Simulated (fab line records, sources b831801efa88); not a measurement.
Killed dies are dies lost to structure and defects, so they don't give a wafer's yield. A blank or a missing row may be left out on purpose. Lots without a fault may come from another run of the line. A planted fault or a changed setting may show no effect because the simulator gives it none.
Which tool did it? | flow sky130 | 11 lots, 33 wafers sampled, at 4 steps of a route of 708

WHAT THE GAUGES READ, wafer by wafer
SKY_SPACER_THK_MEAS_01.
lot  | measured     | on            | SPACER_CVD_00_THK (nm)
L498 | day 22 23:38 | film_metro-02 | 43.2 43.0 43.2
L499 | day 23 17:38 | film_metro-02 | 43.2 43.1 43.2
L500 | day 23 21:58 | film_metro-04 | 42.8 43.1 42.7
L501 | day 24 05:36 | film_metro-02 | 42.8 42.7 42.7
L502 | day 24 12:04 | film_metro-03 | 42.5 42.4 42.6
L503 | day 24 22:31 | film_metro-04 | 43.2 42.9 43.4
L504 | day 25 09:04 | film_metro-04 | 43.3 43.5 43.3
L505 | day 25 13:31 | film_metro-03 | 43.1 43.4 43.2
L511 | day 28 00:49 | film_metro-03 | 42.9 43.0 43.2
L513 | day 28 19:05 | film_metro-02 | 27.1 27.4 26.9
L514 | day 28 23:14 | film_metro-02 | 27.1 27.3 26.9

SKY_LOCAL_INTERCONNECT_THK_MEAS_02: measures by xrf.
lot  | measured     | on            | LOCAL_INTERCONNECT_TIN_THK (nm)
L498 | day 29 04:23 | film_metro-02 | 98.9 99.3 98.9
L499 | day 29 22:43 | film_metro-03 | 97.8 101.0 100.0
L500 | day 30 02:37 | film_metro-02 | 99.0 99.4 98.6
L501 | day 30 08:02 | film_metro-01 | 99.6 99.3 99.6
L502 | day 30 14:51 | film_metro-01 | 98.9 98.8 99.0
L503 | day 31 01:52 | film_metro-01 | 98.9 99.5 99.2
L504 | day 31 10:01 | film_metro-02 | 99.1 99.7 97.2
L505 | day 31 15:14 | film_metro-01 | 98.5 99.1 98.6
L511 | day 33 21:58 | film_metro-03 | 100.0 100.0 100.7
L513 | day 34 15:43 | film_metro-02 | 100.9 101.5 100.2
L514 | day 34 18:49 | film_metro-01 | 99.3 98.6 100.1

WHICH TOOL RAN EACH LOT (tool, then ch and the chambers of the sampled wafers, then the start)
lot  | SKY_SPACER_CVD_00           | SKY_SPACER_ETCHBACK_02
L498 | lpcvd-02 ch 0, day 22 22:26 | rie_diel-03 ch 0,1, day 22 23:41
L499 | lpcvd-02 ch 0, day 23 16:24 | rie_diel-01 ch 1,2, day 23 17:40
L500 | lpcvd-02 ch 1, day 23 20:45 | rie_diel-03 ch 1,2,3, day 23 22:01
L501 | lpcvd-02 ch 0, day 24 04:23 | rie_diel-03 ch 0,1,2, day 24 05:39
L502 | lpcvd-02 ch 1, day 24 10:51 | rie_diel-01 ch 1,2, day 24 12:07
L503 | lpcvd-02 ch 1, day 24 21:18 | rie_diel-01 ch 0,1, day 24 22:34
L504 | lpcvd-02 ch 0, day 25 07:16 | rie_diel-02 ch 1,2,3, day 25 09:07
L505 | lpcvd-02 ch 0, day 25 12:18 | rie_diel-01 ch 0,1,3, day 25 13:34
L511 | lpcvd-02 ch 0, day 27 23:37 | rie_diel-02 ch 1,2, day 28 00:53
L513 | lpcvd-02 ch 1, day 28 17:53 | rie_diel-03 ch 0,1,3, day 28 19:08
L514 | lpcvd-02 ch 0, day 28 22:02 | rie_diel-03 ch 0,3, day 28 23:18
- SKY_SPACER_CVD_00: deposits Si3N4 from DCS/NH3, target thk 43.1 nm, time 740 s.
- SKY_SPACER_ETCHBACK_02: etches Si3N4 in CH3F/O2, stops on SiO2, time 46.7 s, target depth 45 nm.

WHAT THE TOOLS THEMSELVES READ (means of the sampled wafers that have a number; where no wafer has one, the mark that the record gives instead)
SKY_SPACER_CVD_00.
lot  | tool     | zone_power_lower_pct (%)
L498 | lpcvd-02 | 13.8
L499 | lpcvd-02 | 13.8
L500 | lpcvd-02 | 12.6
L501 | lpcvd-02 | 13.8
L502 | lpcvd-02 | 12.7
L503 | lpcvd-02 | 12.6
L504 | lpcvd-02 | 13.8
L505 | lpcvd-02 | 13.8
L511 | lpcvd-02 | 13.6
L513 | lpcvd-02 | 12.7
L514 | lpcvd-02 | 13.7

SKY_SPACER_ETCHBACK_02.
lot  | tool        | drypump_motor_current_A (A) | oes_product_au (a.u.) | throttle_valve_pct (%)
L498 | rie_diel-03 | 6.3                         | 0.858                 | 10.554
L499 | rie_diel-01 | 5.6                         | 0.852                 | 10.559
L500 | rie_diel-03 | 5.2                         | 0.849                 | 10.568
L501 | rie_diel-03 | 5.8                         | 0.852                 | 10.560
L502 | rie_diel-01 | 5.4                         | 0.846                 | 10.569
L503 | rie_diel-01 | 6.1                         | 0.858                 | 10.566
L504 | rie_diel-02 | 5.8                         | 0.863                 | 10.559
L505 | rie_diel-01 | 6.1                         | 0.853                 | 10.563
L511 | rie_diel-02 | 5.8                         | 0.856                 | 10.568
L513 | rie_diel-03 | 5.6                         | 0.680                 | 10.529
L514 | rie_diel-03 | 5.3                         | 0.675                 | 10.542

THE ANSWER, worked out from the rows above alone
Rule: what is usual is taken from the lots themselves. Put in order of their means at a reading, lots are off if they are a third of the lots or fewer, leave a main group of 4 or more, and stand apart from it by a gap of 3 or more times the standard deviation of the main group's means; of several such gaps the widest counts. A main group whose means are all the same, to the digits that the tables above print for the reading, isn't used. A lot without any number at a reading at which 4 lots or more have one is off too. The other lots that the step has rows for count as sound. The gauges are gone through in route order, then the tools' own readings, and for those a lot's mean is taken as printed above. The first step at which some lot is off is used, and at that step the reading that is off furthest; a lot without a number counts as furthest.
Off: L513, L514, at SKY_SPACER_THK_MEAS_01 (SPACER_CVD_00_THK). The main group: mean 43.0 nm, standard deviation 0.26.
A tool fits if, at a process step before that reading, it ran every lot that is off, and no sound lot after the first of them. The gauges at SKY_SPACER_THK_MEAS_01 aren't tried: what is off there is off at SKY_SPACER_ETCHBACK_02 too, on other tools, and a gauge's error can't cause that. One fits: lpcvd-02 at SKY_SPACER_CVD_00. Its last sound lot is L511 (day 27 23:37), its first lot that is off L513 (day 28 17:53): a fault that began between those two fits.

WHAT THE SIMULATOR HAD PUT IN
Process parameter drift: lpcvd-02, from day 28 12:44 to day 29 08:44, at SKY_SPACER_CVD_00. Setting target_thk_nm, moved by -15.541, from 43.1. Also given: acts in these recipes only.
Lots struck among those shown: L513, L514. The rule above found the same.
